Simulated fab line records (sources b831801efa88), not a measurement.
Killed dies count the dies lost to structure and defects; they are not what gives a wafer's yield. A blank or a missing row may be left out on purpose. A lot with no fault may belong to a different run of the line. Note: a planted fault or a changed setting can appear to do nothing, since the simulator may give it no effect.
fab line records	flow gf180mcu
record lots=24	wafers=72	last-day=34
route steps=602 shown V2@385 V3@434 V4@480
lots that met no fault: taken from a fault-free run of the same line
start-h: start of the lot's first displayed wafer, in hours after the record's first day	wait-h: time in hours since the lot's previous step	" the same as in the row above	L1.1+2: a row that stands for several wafers	- no value, or no start given	* or withheld: withheld	< > ~ a bound
route shown NAME@n: names a module that has steps shown in the file, with the first one's number in the route	usual: the fault-free wafers' mean and standard deviation	same: alike in all rows	chamber/n: place in a boat	sites: the reading at each site	_std_site: how widely they spread, as a standard deviation	_edge_site: the outer-site mean with the inner-site mean subtracted	radius-mm: how far each site lies from the wafer's centre	mask NAME#n: copy n	behind: the most recent tool/chamber to have shaped the wafer	hold: why the lot was held/for how many hours/how that ended	device: whichever transistor did not switch (one of n, p or np)	end of line: the route-end tests of the same wafers	a step given without rows: its recipe and nothing more	killed: at the first sort, the dies lost to defects and structure; wafer yield is something else	map: dies across one wafer; x = killed, . = not, _ = none there
set.NAME: setting as actually run; set.NAME@STEP: the setting as run at that earlier step	model.NAME: the simulator's own value behind a step, which no gauge read
steps of the route over a sample of lots; a table a step, a row a wafer
services: when a tool's chamber went out of use (start-h, in hours from the record's first day, below 0 if earlier), for how many hours, and the reason
## steps
# step GF_V2_THK_MEAS_03
# recipe reads=SiO2_of_V2_CVD_02
# usual V2_CVD_02_THK=851/11
lot.wafer	tool	chamber	start-h	wait-h	V2_CVD_02_THK[nm]
L074.1	film-metro-02	-	439.02	0.1	849
L074.5	"	-	"	"	864
L074.6	"	-	"	"	874
L075.1	film-metro-02	-	447.51	0.0	849
L075.3	"	-	"	"	859
L075.4	"	-	"	"	861
L076.1	film-metro-04	-	455.80	0.0	842
L076.3	"	-	"	"	833
L076.6	"	-	"	"	850
L078.1	film-metro-01	-	480.55	0.0	836
L078.3	"	-	"	"	831
L078.6	"	-	"	"	836
L077.1	film-metro-04	-	480.90	0.0	831
L077.3	"	-	"	"	845
L077.5	"	-	"	"	841
L079.1	film-metro-02	-	493.28	0.0	842
L079.5	"	-	"	"	861
L079.6	"	-	"	"	865
L080.3	film-metro-02	-	502.32	0.1	844
L080.4	"	-	"	"	862
L080.5	"	-	"	"	854
L081.1	film-metro-04	-	509.29	0.0	840
L081.3	"	-	"	"	838
L081.4	"	-	"	"	843
L082.3	film-metro-02	-	512.79	0.1	861
L082.4	"	-	"	"	851
L082.6	"	-	"	"	848
L083.2	film-metro-02	-	525.48	0.1	834
L083.3	"	-	"	"	859
L083.6	"	-	"	"	876
L084.3	film-metro-01	-	535.52	0.1	837
L084.5	"	-	"	"	843
L084.6	"	-	"	"	842
L085.1	film-metro-04	-	543.89	0.0	848
L085.3	"	-	"	"	851
L085.6	"	-	"	"	860
L086.2	film-metro-02	-	551.66	0.0	849
L086.4	"	-	"	"	866
L086.5	"	-	"	"	863
L087.1	film-metro-04	-	554.95	0.0	836
L087.2	"	-	"	"	853
L087.6	"	-	"	"	860
L088.1	film-metro-04	-	563.60	0.0	833
L088.2	"	-	"	"	854
L088.4	"	-	"	"	864
L089.2	film-metro-04	-	574.67	0.0	841
L089.3	"	-	"	"	845
L089.4	"	-	"	"	842
L090.3	film-metro-04	-	578.06	0.1	826
L090.5	"	-	"	"	865
L090.6	"	-	"	"	841
L091.1	film-metro-01	-	584.46	0.0	854
L091.4	"	-	"	"	854
L091.6	"	-	"	"	860
L092.1	film-metro-04	-	590.88	0.0	846
L092.2	"	-	"	"	840
L092.5	"	-	"	"	848
L093.1	film-metro-04	-	603.95	0.0	835
L093.3	"	-	"	"	843
L093.4	"	-	"	"	857
L094.1	film-metro-04	-	607.59	0.1	832
L094.3	"	-	"	"	853
L094.4	"	-	"	"	868
L095.3	film-metro-02	-	615.24	0.1	870
L095.4	"	-	"	"	857
L095.5	"	-	"	"	872
L096.1	film-metro-01	-	620.39	0.0	860
L096.3	"	-	"	"	854
L096.4	"	-	"	"	862
L097.1	film-metro-02	-	627.54	0.0	840
L097.5	"	-	"	"	840
L097.6	"	-	"	"	858
# step GF_V3_BOW_MEAS_05
# recipe mode=bow
# usual V3_BOW=118/8.9
lot.wafer	tool	chamber	start-h	wait-h	V3_BOW[um]
L074.1	film-metro-04	-	491.99	0.2	125
L074.5	"	-	"	"	117
L074.6	"	-	"	"	129
L075.1	film-metro-04	-	498.91	0.2	118
L075.3	"	-	"	"	128
L075.4	"	-	"	"	116
L076.1	film-metro-01	-	507.55	0.2	124
L076.3	"	-	"	"	114
L076.6	"	-	"	"	120
L078.1	film-metro-01	-	529.95	0.1	110
L078.3	"	-	"	"	107
L078.6	"	-	"	"	111
L077.1	film-metro-04	-	530.86	0.1	108
L077.3	"	-	"	"	125
L077.5	"	-	"	"	111
L079.1	film-metro-01	-	542.16	0.1	109
L079.5	"	-	"	"	115
L079.6	"	-	"	"	108
L080.3	film-metro-03	-	551.79	0.1	134
L080.4	"	-	"	"	129
L080.5	"	-	"	"	111
L081.1	film-metro-04	-	558.44	0.1	120
L081.3	"	-	"	"	119
L081.4	"	-	"	"	132
L082.3	film-metro-04	-	562.32	0.2	124
L082.4	"	-	"	"	114
L082.6	"	-	"	"	135
L083.2	film-metro-03	-	573.50	0.1	123
L083.3	"	-	"	"	116
L083.6	"	-	"	"	120
L084.3	film-metro-03	-	583.19	0.1	119
L084.5	"	-	"	"	116
L084.6	"	-	"	"	116
L085.1	film-metro-01	-	591.48	0.2	109
L085.3	"	-	"	"	108
L085.6	"	-	"	"	112
L086.2	film-metro-03	-	597.89	0.3	127
L086.4	"	-	"	"	105
L086.5	"	-	"	"	116
L087.1	film-metro-03	-	601.84	0.2	112
L087.2	"	-	"	"	118
L087.6	"	-	"	"	110
L088.1	film-metro-03	-	610.60	0.1	111
L088.2	"	-	"	"	114
L088.4	"	-	"	"	109
L089.2	film-metro-03	-	620.42	0.1	99
L089.3	"	-	"	"	113
L089.4	"	-	"	"	117
L090.3	film-metro-04	-	624.70	0.3	138
L090.5	"	-	"	"	132
L090.6	"	-	"	"	134
L091.1	film-metro-04	-	629.24	0.2	118
L091.4	"	-	"	"	106
L091.6	"	-	"	"	114
L092.1	film-metro-03	-	637.19	0.2	125
L092.2	"	-	"	"	123
L092.5	"	-	"	"	128
L093.1	film-metro-04	-	647.51	0.2	117
L093.3	"	-	"	"	108
L093.4	"	-	"	"	124
L094.1	film-metro-03	-	652.93	0.1	118
L094.3	"	-	"	"	121
L094.4	"	-	"	"	115
L095.3	film-metro-03	-	659.32	0.2	126
L095.4	"	-	"	"	128
L095.5	"	-	"	"	119
L096.1	film-metro-01	-	664.77	0.1	98
L096.3	"	-	"	"	96
L096.4	"	-	"	"	113
L097.1	film-metro-03	-	670.58	0.1	120
L097.5	"	-	"	"	112
L097.6	"	-	"	"	109
# step GF_V3_CD_MEAS_14
# recipe target-cd-nm=260
# usual cd-nm=259.6/1
lot.wafer	tool	chamber	start-h	wait-h	cd-nm
L074.1	cd-sem-02	-	515.45	0.2	260.5
L074.5	"	-	"	"	260.0
L074.6	"	-	"	"	259.5
L075.1	cd-sem-02	-	522.99	0.1	257.9
L075.3	"	-	"	"	259.2
L075.4	"	-	"	"	257.7
L076.1	cd-sem-02	-	530.47	0.1	256.9
L076.3	"	-	"	"	257.5
L076.6	"	-	"	"	258.9
L078.1	cd-sem-02	-	552.10	0.1	259.4
L078.3	"	-	"	"	259.8
L078.6	"	-	"	"	259.2
L077.1	cd-sem-02	-	552.92	0.1	259.5
L077.3	"	-	"	"	261.5
L077.5	"	-	"	"	260.4
L079.1	cd-sem-02	-	564.34	0.1	260.6
L079.5	"	-	"	"	259.8
L079.6	"	-	"	"	260.0
L080.3	cd-sem-01	-	573.23	0.1	259.1
L080.4	"	-	"	"	258.2
L080.5	"	-	"	"	259.6
L081.1	cd-sem-02	-	580.17	0.1	258.8
L081.3	"	-	"	"	260.2
L081.4	"	-	"	"	258.7
L082.3	cd-sem-02	-	583.68	0.1	260.0
L082.4	"	-	"	"	258.9
L082.6	"	-	"	"	259.7
L083.2	cd-sem-02	-	594.76	0.1	258.3
L083.3	"	-	"	"	260.1
L083.6	"	-	"	"	259.1
L084.3	cd-sem-02	-	604.86	0.1	260.2
L084.5	"	-	"	"	260.1
L084.6	"	-	"	"	261.0
L085.1	cd-sem-02	-	612.65	0.1	257.9
L085.3	"	-	"	"	257.1
L085.6	"	-	"	"	258.7
L086.2	cd-sem-02	-	618.02	0.1	260.4
L086.4	"	-	"	"	261.6
L086.5	"	-	"	"	260.7
L087.1	cd-sem-02	-	622.50	0.1	259.4
L087.2	"	-	"	"	259.6
L087.6	"	-	"	"	259.9
L088.1	cd-sem-02	-	631.40	0.1	261.1
L088.2	"	-	"	"	260.3
L088.4	"	-	"	"	262.2
L089.2	cd-sem-02	-	640.74	0.1	260.0
L089.3	"	-	"	"	260.8
L089.4	"	-	"	"	258.4
L090.3	cd-sem-01	-	644.64	0.1	259.9
L090.5	"	-	"	"	260.3
L090.6	"	-	"	"	260.0
L091.1	cd-sem-01	-	649.42	0.1	258.2
L091.4	"	-	"	"	260.1
L091.6	"	-	"	"	259.7
L092.1	cd-sem-02	-	656.50	0.1	259.9
L092.2	"	-	"	"	260.5
L092.5	"	-	"	"	260.6
L093.1	cd-sem-02	-	667.19	0.1	258.2
L093.3	"	-	"	"	258.3
L093.4	"	-	"	"	258.2
L094.1	cd-sem-01	-	672.29	0.1	260.3
L094.3	"	-	"	"	262.2
L094.4	"	-	"	"	259.4
L095.3	cd-sem-02	-	678.09	0.1	260.9
L095.4	"	-	"	"	258.9
L095.5	"	-	"	"	260.8
L096.1	cd-sem-02	-	683.24	0.1	260.0
L096.3	"	-	"	"	258.9
L096.4	"	-	"	"	259.0
L097.1	cd-sem-01	-	689.54	0.1	260.0
L097.5	"	-	"	"	259.8
L097.6	"	-	"	"	259.0
# step GF_V3_ETCH_17
# recipe chemistry=C4F8/O2/Ar	mask-material=KrF	target=SiO2	stop-on=TiN	source-w=1500	bias-w=1200	pressure-mtorr=40	c4f8-flow-sccm=withheld	O2_flow_sccm=6	Ar_flow_sccm=300	time-s=withheld	target-depth-a=6350
# usual oes-product-au=0.856/0.0043
lot.wafer	tool	chamber	start-h	wait-h	oes-product-au
L074.1	rie-diel-03	2	-	-	0.856
L074.5	"	0	"	"	0.847
L074.6	"	3	"	"	0.851
L075.1	rie-diel-03	3	-	-	0.856
L075.3	"	0	"	"	0.851
L075.4	"	3	"	"	0.861
L076.1	rie-diel-03	0	-	-	0.857
L076.3	"	3	"	"	0.853
L076.6	"	0	"	"	0.857
L078.1	rie-diel-04	3	-	-	0.855
L078.3	"	2	"	"	0.865
L078.6	"	3	"	"	0.858
L077.1	rie-diel-01	3	-	-	0.850
L077.3	"	2	"	"	0.859
L077.5	"	0	"	"	0.855
L079.1	rie-diel-04	3	-	-	0.866
L079.5	"	0	"	"	0.853
L079.6	"	1	"	"	0.862
L080.3	rie-diel-03	3	-	-	0.853
L080.4	"	1	"	"	0.856
L080.5	"	0	"	"	0.851
L081.1	rie-diel-01	0	-	-	0.857
L081.3	"	2	"	"	0.850
L081.4	"	3	"	"	0.860
L082.3	rie-diel-01	1	-	-	0.855
L082.4	"	2	"	"	0.859
L082.6	"	2	"	"	0.861
L083.2	rie-diel-01	2	-	-	0.852
L083.3	"	3	"	"	0.863
L083.6	"	3	"	"	0.859
L084.3	rie-diel-03	2	-	-	0.858
L084.5	"	0	"	"	0.855
L084.6	"	1	"	"	0.860
L085.1	rie-diel-03	1	-	-	0.856
L085.3	"	0	"	"	0.859
L085.6	"	3	"	"	0.856
L086.2	rie-diel-04	0	-	-	0.856
L086.4	"	3	"	"	0.851
L086.5	"	2	"	"	0.860
L087.1	rie-diel-04	1	-	-	0.858
L087.2	"	0	"	"	0.851
L087.6	"	2	"	"	0.861
L088.1	rie-diel-03	2	-	-	0.857
L088.2	"	1	"	"	0.862
L088.4	"	3	"	"	0.859
L089.2	rie-diel-04	1	-	-	0.861
L089.3	"	0	"	"	0.862
L089.4	"	2	"	"	0.859
L090.3	rie-diel-03	2	-	-	0.854
L090.5	"	3	"	"	0.856
L090.6	"	2	"	"	0.857
L091.1	rie-diel-01	1	-	-	0.863
L091.4	"	2	"	"	0.848
L091.6	"	0	"	"	0.858
L092.1	rie-diel-01	3	-	-	0.859
L092.2	"	0	"	"	0.859
L092.5	"	1	"	"	0.854
L093.1	rie-diel-03	1	-	-	0.852
L093.3	"	2	"	"	0.856
L093.4	"	3	"	"	0.858
L094.1	rie-diel-03	2	-	-	0.861
L094.3	"	0	"	"	0.858
L094.4	"	2	"	"	0.859
L095.3	rie-diel-04	1	-	-	0.856
L095.4	"	0	"	"	0.853
L095.5	"	2	"	"	0.850
L096.1	rie-diel-04	3	-	-	0.850
L096.3	"	0	"	"	0.859
L096.4	"	2	"	"	0.853
L097.1	rie-diel-04	0	-	-	0.851
L097.5	"	2	"	"	0.856
L097.6	"	3	"	"	0.861
# step GF_V3_CMP_26
# recipe stop-on=SiO2	down-force-psi=3.5	platen-rpm=60	t-overpolish-s=15	target-thk-nm=0	pad-velocity-m-s=0.94248
# usual motor-current-A=10.6/0.81	overpolish-run-s=15.000/0.009	time-to-endpoint-s=85/3.2
# same t-overpolish-s=15
lot.wafer	tool	chamber	start-h	wait-h	motor-current-A	overpolish-run-s	time-to-endpoint-s
L074.1	cmp-01	3	516.80	0.1	12.3	15.014	84
L074.6	"	3	"	"	12.3	15.007	81
L074.5	"	0	"	"	10.1	15.011	88
L075.1	cmp-02	1	524.38	0.1	9.9	14.988	87
L075.3	"	2	"	"	10.5	15.007	88
L075.4	"	3	"	"	10.6	14.995	81
L076.3	cmp-02	2	531.80	0.1	10.7	15.009	84
L076.1	"	0	"	"	10.6	14.997	81
L076.6	"	1	"	"	10.3	15.008	83
L078.3	cmp-01	3	553.41	0.1	12.7	15.007	83
L078.1	"	0	"	"	10.4	14.995	86
L078.6	"	2	"	"	10.0	15.015	82
L077.3	cmp-02	0	554.23	0.1	10.9	14.988	83
L077.1	"	1	"	"	10.8	15.004	84
L077.5	"	3	"	"	10.0	15.014	82
L079.1	cmp-02	1	565.55	0.1	9.9	15.000	89
L079.6	"	1	"	"	10.2	15.005	88
L079.5	"	2	"	"	10.7	14.991	91
L080.4	cmp-02	1	574.40	0.0	10.5	15.005	84
L080.3	"	3	"	"	10.4	14.999	80
L080.5	"	1	"	"	10.6	14.994	87
L081.4	cmp-02	3	581.39	0.0	10.1	15.014	82
L081.3	"	0	"	"	10.9	14.992	83
L081.1	"	1	"	"	9.7	14.999	87
L082.3	cmp-01	0	584.85	0.0	9.4	14.996	90
L082.4	"	2	"	"	10.0	15.006	86
L082.6	"	0	"	"	10.1	14.999	89
L083.3	cmp-01	0	596.06	0.1	9.5	14.995	90
L083.2	"	1	"	"	11.2	14.993	88
L083.6	"	2	"	"	9.5	14.993	86
L084.3	cmp-02	2	606.11	0.1	10.4	15.025	90
L084.5	"	1	"	"	9.7	14.979	86
L084.6	"	2	"	"	11.1	14.993	89
L085.1	cmp-01	0	613.86	0.1	10.0	15.008	87
L085.3	"	3	"	"	12.2	15.007	83
L085.6	"	0	"	"	10.0	14.985	86
L086.2	cmp-02	3	619.24	0.0	9.8	14.982	82
L086.4	"	1	"	"	10.6	15.005	87
L086.5	"	0	"	"	10.4	14.991	84
L087.1	cmp-01	2	623.71	0.1	10.0	14.992	86
L087.2	"	1	"	"	11.4	15.002	89
L087.6	"	2	"	"	9.9	14.996	83
L088.4	cmp-02	3	632.61	0.0	10.3	15.003	83
L088.2	"	0	"	"	11.1	14.991	87
L088.1	"	1	"	"	10.6	15.002	91
L089.3	cmp-01	1	641.93	0.0	11.6	15.005	82
L089.4	"	2	"	"	9.9	15.018	83
L089.2	"	0	"	"	10.1	14.995	89
L090.3	cmp-02	3	645.96	0.2	10.5	15.003	79
L090.5	"	0	"	"	10.7	14.999	83
L090.6	"	1	"	"	10.2	15.000	84
L091.4	cmp-01	1	650.69	0.0	11.2	15.000	82
L091.1	"	2	"	"	9.9	14.986	80
L091.6	"	2	"	"	9.4	14.994	79
L092.1	cmp-02	3	657.71	0.1	9.9	15.003	82
L092.2	"	1	"	"	10.3	15.012	87
L092.5	"	0	"	"	11.1	15.003	83
L093.4	cmp-01	1	668.45	0.1	11.3	14.991	87
L093.3	"	2	"	"	10.1	15.009	86
L093.1	"	3	"	"	12.0	15.010	83
L094.4	cmp-02	2	673.56	0.1	11.0	14.997	91
L094.3	"	3	"	"	10.2	14.998	87
L094.1	"	0	"	"	10.7	15.009	87
L095.4	cmp-02	2	679.31	0.1	10.8	15.005	90
L095.3	"	3	"	"	10.4	15.003	82
L095.5	"	1	"	"	10.1	14.992	85
L096.4	cmp-01	2	684.48	0.0	10.1	15.000	83
L096.1	"	0	"	"	9.3	14.999	91
L096.3	"	1	"	"	11.7	14.987	84
L097.1	cmp-02	0	690.88	0.1	10.6	15.002	85
L097.5	"	0	"	"	10.6	15.004	86
L097.6	"	1	"	"	10.2	14.985	87
# step GF_V4_CMP_04
# recipe material=SiO2	down-force-psi=4	platen-rpm=60	pad-velocity-m-s=0.94248
# usual motor-current-A=11.6/0.9	time-to-endpoint-s=82/6.5
lot.wafer	tool	chamber	start-h	wait-h	motor-current-A	time-to-endpoint-s
L074.1	cmp-01	0	541.06	0.2	10.4	74
L074.6	"	1	"	"	12.4	76
L074.5	"	2	"	"	11.0	69
L075.3	cmp-02	3	548.55	0.0	11.4	73
L075.4	"	0	"	"	11.5	79
L075.1	"	2	"	"	11.5	75
L076.3	cmp-01	1	555.81	0.0	12.2	74
L076.1	"	0	"	"	11.1	81
L076.6	"	1	"	"	12.4	81
L078.3	cmp-01	2	576.84	0.0	10.5	85
L078.1	"	0	"	"	10.7	89
L078.6	"	2	"	"	11.5	90
L077.3	cmp-01	1	578.05	0.0	11.9	84
L077.1	"	0	"	"	10.8	86
L077.5	"	2	"	"	10.5	83
L079.1	cmp-02	2	588.49	0.1	11.7	86
L079.6	"	2	"	"	11.7	95
L079.5	"	3	"	"	11.0	86
L080.3	cmp-01	0	597.25	0.0	10.6	77
L080.4	"	2	"	"	10.9	79
L080.5	"	0	"	"	10.7	83
L081.4	cmp-02	1	604.39	0.0	11.0	82
L081.3	"	2	"	"	11.4	85
L081.1	"	3	"	"	11.2	78
L082.3	cmp-02	0	607.62	0.1	11.6	85
L082.4	"	3	"	"	10.4	85
L082.6	"	1	"	"	10.5	90
L083.2	cmp-02	1	618.26	0.0	10.9	78
L083.3	"	2	"	"	11.8	81
L083.6	"	1	"	"	11.8	88
L084.3	cmp-02	3	628.01	0.1	11.5	79
L084.6	"	1	"	"	11.3	91
L084.5	"	2	"	"	11.6	94
L085.1	cmp-02	3	635.81	0.1	11.1	81
L085.3	"	0	"	"	11.5	77
L085.6	"	3	"	"	11.2	85
L086.4	cmp-02	1	641.09	0.2	11.8	80
L086.2	"	2	"	"	10.9	85
L086.5	"	0	"	"	12.2	89
L087.1	cmp-01	2	645.29	0.1	10.8	65
L087.2	"	3	"	"	14.6	64
L087.6	"	0	"	"	10.5	77
L088.2	cmp-02	0	654.41	0.0	12.0	79
L088.1	"	1	"	"	11.2	78
L088.4	"	3	"	"	10.9	80
L089.3	cmp-02	1	663.14	0.0	11.4	76
L089.2	"	2	"	"	11.2	84
L089.4	"	0	"	"	11.3	81
L090.3	cmp-01	1	667.42	0.0	12.4	79
L090.5	"	1	"	"	12.4	85
L090.6	"	2	"	"	10.8	83
L091.4	cmp-01	1	671.75	0.1	12.4	81
L091.1	"	2	"	"	10.5	77
L091.6	"	0	"	"	11.1	81
L092.1	cmp-01	2	679.17	0.1	10.8	76
L092.2	"	3	"	"	14.1	79
L092.5	"	2	"	"	10.7	85
L093.3	cmp-02	3	688.71	0.1	11.2	78
L093.4	"	0	"	"	11.6	87
L093.1	"	1	"	"	11.3	78
L094.4	cmp-01	1	693.53	0.1	12.7	76
L094.1	"	2	"	"	10.9	70
L094.3	"	3	"	"	13.5	74
L095.3	cmp-01	2	699.97	0.0	11.2	72
L095.4	"	0	"	"	10.8	84
L095.5	"	3	"	"	12.9	80
L096.1	cmp-02	0	704.51	0.1	12.0	86
L096.3	"	1	"	"	11.1	86
L096.4	"	3	"	"	10.9	89
L097.1	cmp-02	3	710.71	0.1	11.4	84
L097.6	"	2	"	"	12.0	94
L097.5	"	3	"	"	11.1	84
## services
tool	chamber	start-h	hours	kind
rie-diel-03	0	492.87	15.2	repair
cmp-02	-	498.70	1.8	repair
rie-diel-03	1	508.11	-	clean
rie-diel-03	1	508.11	23.2	scheduled-down
cmp-02	-	511.62	6.3	repair
rie-diel-04	2	516.65	9.3	repair
rie-diel-04	1	518.79	5.5	repair
cmp-02	-	519.16	0.4	repair
rie-diel-04	-	550.78	0.6	repair
rie-diel-01	0	561.56	8.8	repair
rie-diel-01	2	563.05	5.8	repair
rie-diel-04	-	569.40	1.0	repair
cmp-01	-	572.27	4.0	pm
cmp-01	-	576.27	-	consumable-replace:conditioner
cmp-01	-	576.27	-	consumable-replace:pad
rie-diel-04	3	587.40	4.9	repair
rie-diel-01	0	601.56	4.1	repair
rie-diel-01	2	604.35	9.4	repair
cmp-01	-	607.20	4.3	pm
cmp-01	-	635.22	1.1	repair
cmp-02	-	649.49	3.4	pm
rie-diel-03	2	655.48	8.5	repair
rie-diel-03	1	672.29	3.1	repair
rie-diel-01	2	699.62	12.5	repair
## key
fault none
